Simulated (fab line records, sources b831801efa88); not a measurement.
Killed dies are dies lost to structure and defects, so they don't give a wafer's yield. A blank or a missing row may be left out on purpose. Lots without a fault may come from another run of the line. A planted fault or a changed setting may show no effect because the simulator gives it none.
Which tool did it? | flow sky130 | 12 lots, 36 wafers sampled, at 1 step of a route of 708

WHAT THE GAUGES READ, wafer by wafer
SKY_PWDE_OVL_MEAS_07.
lot  | measured    | on         | PWDE_OVL (nm)
L075 | day 4 04:02 | overlay-01 | -0.2 -3.9 -2.8
L077 | day 4 13:50 | overlay-01 | -0.3 0.2 2.5
L079 | day 4 22:41 | overlay-02 | 2.4 3.7 2.7
L081 | day 5 13:14 | overlay-02 | 1.0 2.2 1.3
L083 | day 6 00:35 | overlay-01 | 0.5 -0.3 -0.6
L085 | day 6 20:05 | overlay-01 | 1.0 1.8 -0.3
L087 | day 7 00:50 | overlay-02 | 1.0 1.7 -1.2
L089 | day 7 12:05 | overlay-01 | 3.3 0.8 2.2
L091 | day 7 21:34 | overlay-02 | 1.6 1.4 0.5
L093 | day 8 06:26 | overlay-02 | -0.3 1.9 0.3
L095 | day 8 20:41 | overlay-02 | 1.2 3.0 3.2
L097 | day 9 06:05 | overlay-01 | 1.8 1.0 0.8

WHICH TOOL RAN EACH LOT (tool, then ch and the chambers of the sampled wafers, then the start)
The record holds no process step before these readings.

THE ANSWER, worked out from the rows above alone
Rule: what is usual is taken from the lots themselves. Put in order of their means at a reading, lots are off if they are a third of the lots or fewer, leave a main group of 4 or more, and stand apart from it by a gap of 3 or more times the standard deviation of the main group's means; of several such gaps the widest counts. A main group whose means are all the same, to the digits that the tables above print for the reading, isn't used. A lot without any number at a reading at which 4 lots or more have one is off too. The other lots that the step has rows for count as sound.
No lot is off at any reading shown: from this, nothing can be told.

WHAT THE SIMULATOR HAD PUT IN
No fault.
